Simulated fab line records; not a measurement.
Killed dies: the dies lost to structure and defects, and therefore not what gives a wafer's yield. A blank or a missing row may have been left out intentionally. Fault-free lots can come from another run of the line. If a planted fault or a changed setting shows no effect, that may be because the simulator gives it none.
Which tool was responsible? | flow sky130 | Sampling: 12 lots, 36 wafers, 5 of 708 route steps

WHAT THE GAUGES SHOWED, per wafer
SKY_NWELL_TW_MEAS_15. Usual: NWELL_TW gives 1796 (standard deviation 8.7).
lot  | measured    | on           | NWELL_TW       | flag
L367 | day 4 19:34 | filmMetro-01 | 1800 1803 1797 | 
L369 | day 5 04:52 | filmMetro-02 | 1804 1799 1806 | 
L374 | day 6 08:24 | filmMetro-02 | 1794 1811 1799 | 
L375 | day 6 14:55 | filmMetro-02 | 1790 1799 1795 | 
L376 | day 6 19:33 | filmMetro-02 | 1800 1790 1793 | 
L379 | day 7 16:04 | filmMetro-04 | 1788 1792 1791 | 
L380 | day 7 23:02 | filmMetro-02 | 1807 1808 1798 | 
L381 | day 8 04:55 | filmMetro-02 | 1803 1804 1805 | 
L382 | day 8 05:54 | filmMetro-01 | 1798 1817 1797 | 
L383 | day 8 11:25 | filmMetro-01 | 1813 1810 1802 | 
L385 | day 8 22:52 | filmMetro-04 | 1787 1788 1781 | 
L388 | day 9 16:35 | filmMetro-01 | 1779 1784 1789 | 

SKY_VT_ADJUST_NCORE_OVL_MEAS_08. Usual: VT_ADJUST_NCORE_OVL gives -0.2 nm (standard deviation 1.3).
lot  | measured     | on         | VT_ADJUST_NCORE_OVL (nm) | flag
L367 | day 8 19:02  | overlay-01 | -0.4 -1.0 -1.3           | 
L369 | day 9 07:52  | overlay-02 | 0.9 -0.4 0.3             | 
L374 | day 10 14:38 | overlay-02 | -0.3 -0.8 0.0            | 
L375 | day 11 00:17 | overlay-01 | 0.4 0.4 -0.2             | 
L376 | day 11 06:11 | overlay-02 | 195.0 195.9 193.5        | OFF
L379 | day 12 07:41 | overlay-02 | -2.2 -0.8 -2.3           | 
L380 | day 12 14:26 | overlay-01 | 2.2 1.8 1.6              | 
L381 | day 12 22:56 | overlay-01 | 193.3 192.5 191.4        | OFF
L382 | day 13 00:11 | overlay-01 | 193.5 193.4 192.2        | OFF
L383 | day 13 05:23 | overlay-02 | -1.2 -0.5 -1.2           | 
L385 | day 13 18:17 | overlay-01 | 0.0 -1.5 -1.3            | 
L388 | day 14 18:13 | overlay-02 | -2.0 0.4 0.2             | 

SKY_VT_ADJUST_PCH_OVL_MEAS_07. Usual: VT_ADJUST_PCH_OVL gives 0.8 nm (standard deviation 1.5).
lot  | measured     | on         | VT_ADJUST_PCH_OVL (nm) | flag
L367 | day 10 15:20 | overlay-02 | 1.0 -0.5 0.6           | 
L369 | day 11 04:29 | overlay-02 | 1.4 -0.9 1.0           | 
L374 | day 12 14:01 | overlay-02 | 0.3 0.6 0.7            | 
L375 | day 12 23:44 | overlay-01 | 1.6 1.2 1.5            | 
L376 | day 13 05:20 | overlay-01 | 1.4 2.5 0.9            | 
L379 | day 14 09:49 | overlay-02 | 0.9 2.9 1.7            | 
L380 | day 14 17:05 | overlay-01 | -1.3 1.8 1.1           | 
L381 | day 15 02:43 | overlay-01 | 1.1 1.1 -1.1           | 
L382 | day 15 04:35 | overlay-01 | 1.1 2.3 2.0            | 
L383 | day 15 08:34 | overlay-02 | 2.3 3.7 2.6            | 
L385 | day 15 23:52 | overlay-02 | 0.0 -1.3 -0.3          | 
L388 | day 16 22:38 | overlay-01 | 0.8 1.9 4.1            | 

EACH LOT AND THE TOOL THAT RAN IT (in order: tool; ch and the chambers of the sampled wafers; start)
lot  | SKY_VT_ADJUST_HVTP_STRIP_10         | SKY_VT_ADJUST_NCORE_EXPOSE_04
L367 | plasmaAsher-02 ch 1, day 6 09:05    | ilineStepper-01 ch 0, day 8 08:50
L369 | plasmaAsher-03 ch 0,1, day 6 18:38  | ilineStepper-02 ch 0, day 8 21:00
L374 | plasmaAsher-03 ch 0,1, day 7 22:59  | ilineStepper-01 ch 0, day 10 03:43
L375 | plasmaAsher-04 ch 0, day 8 06:11    | ilineStepper-02 ch 0, day 10 13:19
L376 | plasmaAsher-02 ch 0,1, day 8 12:08  | ilineStepper-02 ch 0, day 10 18:56
L379 | plasmaAsher-03 ch 0,1, day 9 10:53  | ilineStepper-01 ch 0, day 11 19:58
L380 | plasmaAsher-03 ch 0,1, day 9 16:49  | ilineStepper-01 ch 0, day 12 02:09
L381 | plasmaAsher-04 ch 0,1, day 10 00:35 | ilineStepper-02 ch 0, day 12 11:25
L382 | plasmaAsher-02 ch 0,1, day 10 02:08 | ilineStepper-02 ch 0, day 12 13:08
L383 | plasmaAsher-04 ch 0,1, day 10 06:44 | ilineStepper-01 ch 0, day 12 17:29
L385 | plasmaAsher-04 ch 0,1, day 10 20:02 | ilineStepper-01 ch 0, day 13 06:08
L388 | plasmaAsher-03 ch 0,1, day 11 15:10 | ilineStepper-01 ch 0, day 14 04:57
- SKY_VT_ADJUST_HVTP_STRIP_10: strips in O2/N2.
- SKY_VT_ADJUST_NCORE_EXPOSE_04: exposes mask LVTN COMPLEMENT THIN, target cd 380 nm.

AS READ BY THE TOOLS THEMSELVES (means over the sampled wafers that have a number; for cases with no such wafer, the mark the record gives instead)
SKY_VT_ADJUST_HVTP_STRIP_10. Usual: drypumpMotorCurrentA 5.7 A, standard deviation 0.38; oesProductAu 0.716 a.u., standard deviation 0.0038; stripTimeToEndpointS 14.14 s, standard deviation 0.038.
lot  | tool           | drypumpMotorCurrentA (A) | oesProductAu (a.u.) | stripTimeToEndpointS (s) | flag
L367 | plasmaAsher-02 | 6.2                      | 0.718               | 14.16                    | 
L369 | plasmaAsher-03 | 5.8                      | 0.715               | 14.18                    | 
L374 | plasmaAsher-03 | 5.8                      | 0.716               | 14.15                    | 
L375 | plasmaAsher-04 | 5.6                      | 0.718               | 14.17                    | 
L376 | plasmaAsher-02 | 5.9                      | 0.716               | 14.17                    | 
L379 | plasmaAsher-03 | 5.8                      | 0.717               | 14.15                    | 
L380 | plasmaAsher-03 | 5.8                      | 0.718               | 14.13                    | 
L381 | plasmaAsher-04 | 5.9                      | 0.715               | 14.12                    | 
L382 | plasmaAsher-02 | 5.6                      | 0.716               | 14.14                    | 
L383 | plasmaAsher-04 | 5.7                      | 0.714               | 14.14                    | 
L385 | plasmaAsher-04 | 5.7                      | 0.714               | 14.09                    | 
L388 | plasmaAsher-03 | 5.8                      | 0.714               | 14.11                    | 

SKY_VT_ADJUST_NCORE_EXPOSE_04. Usual: exposureDoseMJCm2 at 139.59, with a standard deviation of 0.15.
lot  | tool            | exposureDoseMJCm2 | flag
L367 | ilineStepper-01 | 139.78            | 
L369 | ilineStepper-02 | 139.58            | 
L374 | ilineStepper-01 | 139.69            | 
L375 | ilineStepper-02 | 139.59            | 
L376 | ilineStepper-02 | 139.51            | 
L379 | ilineStepper-01 | 139.73            | 
L380 | ilineStepper-01 | 139.62            | 
L381 | ilineStepper-02 | 139.48            | 
L382 | ilineStepper-02 | 139.37            | 
L383 | ilineStepper-01 | 139.56            | 
L385 | ilineStepper-01 | 139.57            | 
L388 | ilineStepper-01 | 139.67            | 

THE ANSWER, worked out from the rows above alone
Rule: a lot counts as off when the mean over its wafers that have a number is more than 3 standard deviations away from the usual mean. Also off: a lot with no number at a reading for which 4 or more lots have one. Where the step has rows for the other lots, those lots are counted as sound. First the gauges in route order, then the tools' own readings, where a lot's mean is used as printed above. The first step at which some lot is off is used, and at that step the reading that is off furthest; a lot without a number counts as furthest.
Off: L376, L381, L382, at SKY_VT_ADJUST_NCORE_OVL_MEAS_08 (VT_ADJUST_NCORE_OVL).
A tool fits if, at a process step before that reading, it ran every lot that is off, and no sound lot after the first of them. The gauges at SKY_VT_ADJUST_NCORE_OVL_MEAS_08 are tried like those tools. One fits: ilineStepper-02 at SKY_VT_ADJUST_NCORE_EXPOSE_04. Its last sound lot is L375 (day 10 13:19), its first lot that is off L376 (day 10 18:56): a fault that began between those two fits.

WHAT THE SIMULATOR HAD INSERTED
Scanner matching overlay: ilineStepper-02, from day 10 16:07 on, at SKY_VT_ADJUST_NCORE_EXPOSE_04. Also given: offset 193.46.
Struck lots among those shown: L376, L381, L382. This agrees with what the rule above found.
